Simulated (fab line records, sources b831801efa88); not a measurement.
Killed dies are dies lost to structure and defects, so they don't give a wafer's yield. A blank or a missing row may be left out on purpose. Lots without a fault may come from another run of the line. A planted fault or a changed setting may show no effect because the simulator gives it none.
A struck lot beside a sound one | flow sky130 | 34 steps out of a route of 708
Sound: wafers L480.4, L480.5, L480.6. Struck: wafers L483.2, L483.4. (L483.1 of the same lot was not struck and is left out.) The cause comes at the end.
At each step with rows: each side's tool, then ch and its chambers, then its first start. Under that, the readings that differ: sound wafers | struck wafers | difference of the means | sigmas: that difference in standard deviations of wafers without a fault.
alike: readings whose means differ by less than 2 such deviations, and words and numbers that are the same on both sides. not compared: withheld readings, readings that some wafer has no value for, bounds like >300 that may hide the same value, and numbers for which the record gives no deviation and whose values overlap.
The two part at a step that has a row with sigmas, a row that says differs or no value, or rows on one side only. Numbers that don't overlap but have no deviation are shown without sigmas and don't part them. A reading that every wafer of one side lacks parts them only if that side has two wafers or more.

first, 10 steps without rows for these wafers: SKY_VIA1_EXPOSE_09 (exposes mask VIM, target cd 150 nm); SKY_VIA1_PEB_10; SKY_VIA1_DEVELOP_11 (develop time 60 s); SKY_VIA1_ETCH_14 (etches BARC in N2/H2, stops on SiO2, time 45.9 s, target depth 60 nm); SKY_VIA1_ETCH_15 (etches SiO2 in C4F8/O2/Ar, stops on TiN, target depth 351 nm, time 54 s); SKY_VIA1_STRIP_16 (strips in O2/N2); SKY_VIA1_STRIP_17 (strips in post etch residue remover, time 1200 s); SKY_VIA1_CLEAN_18 (cleans in IPA, time 180 s); SKY_VIA1_CLEAN_19 (cleans in O3/DIW); SKY_VIA1_SPUTTER_20 (material TiN, target thk 20 nm, time 80 s).
SKY_VIA1_CVD_21: deposits W, target thk 270 nm, time 80.902 s.
  sound on cvd_w-01 ch 0,1, day 35 00:11; struck on cvd_w-01 ch 0, day 35 16:21
  alike: heater_power_outer_w, heater_power_w
then, 22 steps without rows for these wafers: SKY_VIA1_CMP_24 (polishes, stops on SiO2, t overpolish 15 s, target thk 0 nm); SKY_METAL2_SPUTTER_00 (material Ti, target thk 15 nm, time 10 s); SKY_METAL2_SPUTTER_01 (material TiN, target thk 20 nm, time 16.7 s); SKY_METAL2_SPUTTER_02 (material AlCu, target thk 250 nm, time 13.3 s); SKY_METAL2_SPUTTER_03 (material Ti, target thk 5 nm, time 3.3 s); SKY_METAL2_SPUTTER_04 (material TiN, target thk 70 nm, time 58.3 s); SKY_METAL2_DEHYDRATE_07 (time 60 s); SKY_METAL2_HMDS_08 (prime time 60 s); SKY_METAL2_COAT_09 (resist thk 60 nm); SKY_METAL2_COAT_10 (resist thk 450 nm); SKY_METAL2_SOFTBAKE_11 (time 90 s); SKY_METAL2_EXPOSE_12 (exposes mask MM2, target cd 140 nm); SKY_METAL2_PEB_13; SKY_METAL2_DEVELOP_14 (develop time 58.2 s); SKY_METAL2_DESCUM_17 (chemistry O2, time 8 s); SKY_METAL2_ETCH_18 (etches BARC in N2/H2, stops on SiO2, time 45.9 s, target depth 60 nm); SKY_METAL2_METAL_ETCH_19 (etches the open film in Cl2/BCl3, stops on SiO2, target depth 360 nm, time 78 s); SKY_METAL2_STRIP_20 (strips in O2/N2); SKY_METAL2_STRIP_21 (strips in post etch residue remover, time 1200 s); SKY_METAL2_CLEAN_22 (cleans in IPA, time 180 s); SKY_METAL2_CLEAN_23 (cleans in O3/DIW); SKY_VIA2_HDPCVD_00 (deposits SiO2, target thk 1180 nm, time 196.7 s).
-- the record jumps here: 11 days lie between the struck wafers' starts before and after (it left off in module VIA2 and takes up again in module PAD_OPEN, whose first step shown is number 708 of the route) --
SKY_PAD_OPEN_PROBE_99:
  sound on prober-02, day 46 14:11; struck on prober-01, day 47 03:29
  reading                               | sound              | struck      | difference | sigmas
  defect_limited_yield (%)              | 82.7 80.7 79.9     | 70.3 70.9   | -10.5      | -5
  killed_at_M0_to_M3                    | 38 51 43           | 104 102     | +59        | +9
  killed_dies                           | 85 95 99           | 146 143     | +52        | +5
  sort_bin_3_pad_short (%)              | 1.0 0.6 1.4        | 3.3 3.3     | +2.3       | +5
  sort_bin_5_function (%)               | 10.4 10.2 12.4     | 18.1 15.9   | +6.0       | +4
  sort_bin_6_memory (%)                 | 5.9 8.5 6.3        | 8.3 10.0    | +2.2       | +2
  sort_n_pass                           | 407 397 393        | 346 349     | -52        | -5
  sort_yield_pct (%)                    | 82.7 80.7 79.9     | 70.3 70.9   | -10.5      | -5
  model.etest.tester.sort_n_pass        | 407 397 393        | 346 349     | -52        |
  model.etest.tester.sort_yield_pct (%) | 82.72 80.69 79.88  | 70.33 70.94 | -10.46     |
  model.etest.tester.sort_bin_5_pct (%) | 10.37 10.16 12.4   | 18.09 15.85 | +5.99      |
  model.etest.tester.sort_bin_3_pct (%) | 1.016 0.6098 1.423 | 3.252 3.252 | +2.236     |
  alike: killed_at_M4_up, killed_at_contacts, killed_at_front_end, killed_at_other, killed_open, killed_short

WHERE THEY PART
Only at SKY_PAD_OPEN_PROBE_99, within this record.

WHY: what the simulator had put in
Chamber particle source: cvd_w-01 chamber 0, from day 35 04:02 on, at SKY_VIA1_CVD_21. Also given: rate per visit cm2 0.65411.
